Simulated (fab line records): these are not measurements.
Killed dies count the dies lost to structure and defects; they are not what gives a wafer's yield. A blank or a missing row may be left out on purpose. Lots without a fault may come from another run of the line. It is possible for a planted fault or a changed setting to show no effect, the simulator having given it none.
What tool caused it? ; flow sky130 ; 13 lots with 37 wafers sampled at 5 steps, on a route of 708 steps

== WHAT THE GAUGES SHOWED, per wafer ==
SKY_VIA2_OVL_MEAS_13.
lot;measured;on;VIA2_OVL (nm)
L665;day 36 00:17;overlay-01;1 1 3
L666;day 36 03:47;overlay-01;-4 -3 -8
L667;day 36 17:14;overlay-01;3 0 -3
L668;day 36 21:26;overlay-02;0 -10 -1
L669;day 37 04:38;overlay-01;-3 1 -9
L671;day 37 23:51;overlay-02;0 2 -4
L674;day 39 23:40;overlay-01;2 -4 0
L675;day 40 00:44;overlay-02;-1 -2 -7
L676;day 40 08:54;overlay-01;-4 -14 -7
L677;day 40 17:29;overlay-02;-2 -3 -1
L679;day 40 22:00;overlay-01;-4 1 1
L681;day 41 05:29;overlay-02;-7
L686;day 42 18:47;overlay-02;7 -4 9

SKY_CAPM_OVL_MEAS_12.
lot;measured;on;CAPM_OVL (nm)
L665;day 37 03:49;overlay-02;0.0 1.7 1.3
L666;day 37 06:28;overlay-02;1.6 1.9 0.8
L667;day 37 20:03;overlay-01;-2.0 -2.3 -3.3
L668;day 38 00:46;overlay-01;-1.6 -0.3 0.7
L669;day 38 07:30;overlay-02;2.0 1.3 2.3
L671;day 39 02:46;overlay-01;0.0 0.8 -0.5
L674;day 41 01:04;overlay-02;1.8 2.8 0.2
L675;day 41 02:31;overlay-02;-1.6 -2.2 -0.5
L676;day 41 09:49;overlay-01;-1.6 -2.6
L677;day 41 19:25;overlay-01;0.1 -0.2 -0.9
L679;day 41 23:08;overlay-02;1.1
L681;day 42 07:04;overlay-01;1.4
L686;day 43 19:13;overlay-01;-1.6 -2.7 -1.4

== WHAT TOOL EACH LOT RAN ON (gives the tool, then ch and the chambers of the sampled wafers, and finally the start) ==
lot;SKY_METAL1_SPUTTER_03;SKY_VIA2_CMP_02;SKY_VIA2_ETCH_15
L665;pvd_sputter-01, day 31 10:11;cmp-01 ch 0,2,3, day 34 21:18;rie_diel-03 ch 0,1,2, day 36 00:21
L666;pvd_sputter-04, day 31 11:44;cmp-01 ch 1,3, day 35 01:21;rie_diel-01 ch 1,3, day 36 03:51
L667;pvd_sputter-04, day 32 02:55;cmp-01 ch 0,1,2, day 35 14:52;rie_diel-04 ch 0,1,2, day 36 17:18
L668;pvd_sputter-02, day 32 07:23;cmp-02 ch 0,1,2, day 35 18:34;rie_diel-01 ch 1,2, day 36 21:30
L669;pvd_sputter-04, day 32 15:55;cmp-02 ch 0,2, day 36 02:16;rie_diel-03 ch 1,2, day 37 04:42
L671;pvd_sputter-02, day 33 11:22;cmp-02 ch 1,2,3, day 36 21:59;rie_diel-01 ch 0,1,2, day 37 23:55
L674;pvd_sputter-04, day 35 13:01;cmp-01 ch 0,3, day 38 21:48;rie_diel-01 ch 1,2,3, day 39 23:43
L675;pvd_sputter-02, day 35 13:16;cmp-01 ch 2,3, day 38 23:28;rie_diel-03 ch 0,1,2, day 40 00:49
L676;pvd_sputter-01, day 35 23:19;cmp-01 ch 0,1,3, day 39 07:40;rie_diel-04 ch 2,3, day 40 08:58
L677;pvd_sputter-04, day 36 09:14;cmp-02 ch 0,1,2, day 39 17:02;rie_diel-04 ch 1,2,3, day 40 17:34
L679;pvd_sputter-01, day 36 13:56;cmp-01 ch 0,1,3, day 39 20:55;rie_diel-01 ch 0,1,3, day 40 22:05
L681;pvd_sputter-01, day 36 22:13;cmp-01 ch 2, day 40 06:18;rie_diel-04 ch 1, day 41 05:34
L686;pvd_sputter-02, day 38 12:53;cmp-02 ch 0,1, day 41 18:53;rie_diel-04 ch 1,2, day 42 18:52
- SKY_METAL1_SPUTTER_03: material Ti, target thk 5 nm, time 3.3 s.
- SKY_VIA2_CMP_02: polishes SiO2.
- SKY_VIA2_ETCH_15: etches SiO2 in C4F8/O2/Ar, stops on TiN, target depth 546 nm, time 84 s.

== AS READ BY THE TOOLS THEMSELVES (means over the sampled wafers that have a number; for cases with no such wafer, the mark the record gives instead) ==
SKY_METAL1_SPUTTER_03.
lot;tool;throttle_valve_pct (%)
L665;pvd_sputter-01;28.9
L666;pvd_sputter-04;29.4
L667;pvd_sputter-04;30.4
L668;pvd_sputter-02;29.1
L669;pvd_sputter-04;30.9
L671;pvd_sputter-02;28.9
L674;pvd_sputter-04;29.3
L675;pvd_sputter-02;29.1
L676;pvd_sputter-01;29.6
L677;pvd_sputter-04;29.4
L679;pvd_sputter-01;29.7
L681;pvd_sputter-01;29.3
L686;pvd_sputter-02;29.0

SKY_VIA2_CMP_02.
lot;tool;motor_current_A (A)
L665;cmp-01;12.0
L666;cmp-01;12.1
L667;cmp-01;11.6
L668;cmp-02;11.9
L669;cmp-02;11.5
L671;cmp-02;11.1
L674;cmp-01;10.9
L675;cmp-01;12.6
L676;cmp-01;10.9
L677;cmp-02;11.2
L679;cmp-01;11.0
L681;cmp-01;12.9
L686;cmp-02;11.5

SKY_VIA2_ETCH_15.
lot;tool;oes_product_au (a.u.)
L665;rie_diel-03;0.944
L666;rie_diel-01;0.942
L667;rie_diel-04;0.940
L668;rie_diel-01;0.938
L669;rie_diel-03;0.938
L671;rie_diel-01;0.939
L674;rie_diel-01;0.938
L675;rie_diel-03;0.938
L676;rie_diel-04;0.964
L677;rie_diel-04;0.941
L679;rie_diel-01;0.976
L681;rie_diel-04;0.936
L686;rie_diel-04;0.939

== THE ANSWER, worked out from the rows above alone ==
Rule: the lots themselves supply what counts as usual. Put in order of their means at a reading, lots are off if they are a third of the lots or fewer, leave a main group of 4 or more, and stand apart from it by a gap of 3 or more times the standard deviation of the main group's means; of several such gaps the widest counts. A main group whose means are all the same, to the digits that the tables above print for the reading, isn't used. A lot without any number at a reading at which 4 lots or more have one is off too. Any other lot the step has rows for is counted as sound. After the gauges, taken in route order, come the tools' own readings; for these a lot's mean is taken, as printed above. At the first step where some lot is off, the reading lying furthest off is the one used; lots without a number count as furthest.
Off, at SKY_VIA2_ETCH_15 on oes_product_au: L676, L679. For the main group the mean is 0.939 a.u. and the standard deviation 0.0021.
A tool fits if, at that step or a process step before it, it ran every lot that is off, and no sound lot after the first of them. Not one of the candidates tried fits.

== WHAT THE SIMULATOR HAD PUT IN ==
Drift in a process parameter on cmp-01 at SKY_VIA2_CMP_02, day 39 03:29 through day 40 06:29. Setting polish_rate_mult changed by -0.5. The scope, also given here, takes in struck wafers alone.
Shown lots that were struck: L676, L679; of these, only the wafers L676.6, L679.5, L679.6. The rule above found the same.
